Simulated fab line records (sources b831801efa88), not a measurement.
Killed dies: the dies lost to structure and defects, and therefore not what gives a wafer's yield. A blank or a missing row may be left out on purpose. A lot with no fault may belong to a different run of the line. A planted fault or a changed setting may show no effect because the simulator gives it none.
A lot that was struck, set against a sound lot    flow gf180mcu    28 out of 602 route steps
Sound: these wafers, L683.1, L683.2, L683.6. Struck: wafer L672.5 (left out: L672.2, L672.4 of the same lot, which were not struck); the cause appears at the end.
Per side, at each step with rows, come the tool, then ch with its chambers, and then its first start. Under that, the readings that differ: sound wafers    struck wafers    difference of the means    sigmas: that difference in standard deviations of wafers without a fault.
alike: readings whose means differ by less than 2 such deviations, and words and numbers that are the same on both sides. not compared: withheld readings, readings that some wafer has no value for, bounds like >300 that may hide the same value, and numbers for which the record gives no deviation and whose values overlap.
The two part at a step that has a row with sigmas, a row that says differs or no value, or rows on one side only. When numbers do not overlap yet have no deviation, they are printed without sigmas and do not part them. Lack of a reading on every wafer of one side parts them only where that side has two or more wafers.

first, 8 steps without rows for these wafers: GF_M3_PEB_12 (peb time 90 s); GF_M3_DEVELOP_13 (develop time 60 s); GF_M3_METAL_ETCH_16 (etches the open film in Cl2/BCl3, stops on SiO2, target depth 750.8 nm, time 125.1 s); GF_M3_STRIP_17 (strips in O2/N2); GF_M3_STRIP_18 (strips in post etch residue remover, time 1200 s); GF_M3_CLEAN_19 (cleans in DIW); GF_V3_CVD_00 (deposits SiO2, target thk 600 nm, time 100 s); GF_V3_CVD_02 (deposits SiO2 from TEOS, target thk 850 nm, time 94.851 s).
GF_V3_CMP_04: polishes SiO2.
  sound on cmp-01 ch 0,3, day 28 20:02; struck on cmp-02 ch 0, day 25 14:07
reading                             sound              struck  difference  sigmas
timeToEndpointS (s)                 82 84 93           110     +24         +4
model.SiO2_of_V3_CVD_02.thkNm (nm)  631.2 633.4 633.3  572.1   -60.5       
  alike: motorCurrentA
GF_V3_BOW_MEAS_05:
  sound on filmMetro-04, day 28 20:17; struck on filmMetro-01, day 25 14:52
  not compared: hold, V3_BOW
then, 8 steps without rows for these wafers: GF_V3_HMDS_07 (prime time 60 s); GF_V3_COAT_08; GF_V3_COAT_09 (resist thk 1000 nm); GF_V3_SOFTBAKE_10 (time 60 s); GF_V3_EXPOSE_11 (exposes mask Via3, target cd 260 nm); GF_V3_PEB_12 (peb time 90 s); GF_V3_DEVELOP_13 (develop time 60 s); GF_V3_ETCH_16 (etches BARC in N2/H2).
GF_V3_ETCH_17: etches SiO2 in C4F8/O2/Ar, stops on TiN, target depth 635 nm.
  sound on rieDiel-01 ch 0,1; struck on rieDiel-02 ch 0
reading                       sound              struck  difference  sigmas
oesProductAu (a.u.)           0.860 0.859 0.847  0.816   -0.039      -7
model.etch.depthNm (nm)       631.2 633.4 633.3  572.1   -60.5       
model.V3.featureDepthNm (nm)  631.2 633.4 633.3  572.1   -60.5       
then, 6 steps without rows for these wafers: GF_V3_STRIP_18 (strips in O2/N2); GF_V3_STRIP_19 (strips in post etch residue remover, time 1200 s); GF_V3_CLEAN_20 (cleans in DIW); GF_V3_SPUTTER_21 (material Ti, target thk 15 nm, time 80.02 s); GF_V3_SPUTTER_22 (material TiN, target thk 10 nm, time 40 s); GF_V3_CVD_23 (deposits W, target thk 350 nm, time 104.9 s).
GF_V3_CMP_26: polishes, stops on SiO2, t overpolish 15 s, target thk 0 nm.
  sound on cmp-02 ch 1,2, day 29 17:10; struck on cmp-02 ch 0, day 26 12:18
reading                             sound              struck  difference  sigmas
model.SiO2_of_V3_CVD_02.thkNm (nm)  627.4 629.6 629.5  568.3   -60.5       
  alike: motorCurrentA
then, 1 step without rows for these wafers: GF_M4_SPUTTER_00 (material Ti, target thk 37.5 nm, time 150 s).
-- the record jumps here: 6 days lie between the struck wafers' starts before and after (it left off in module M4 and takes up again in module PASSIVATION, whose first step shown is number 602 of the route) --
GF_PASSIVATION_PROBE_99:
  record: rows for the struck wafers here (prober-02, day 32 11:08), none for the sound ones

== WHERE THEY PART ==
Last at GF_PASSIVATION_PROBE_99 as far as this record goes, first at GF_V3_CMP_04.

WHY: what the simulator had put in
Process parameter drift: cmp-02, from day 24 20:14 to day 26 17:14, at GF_V3_CMP_04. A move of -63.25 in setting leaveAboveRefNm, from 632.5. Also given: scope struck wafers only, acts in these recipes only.
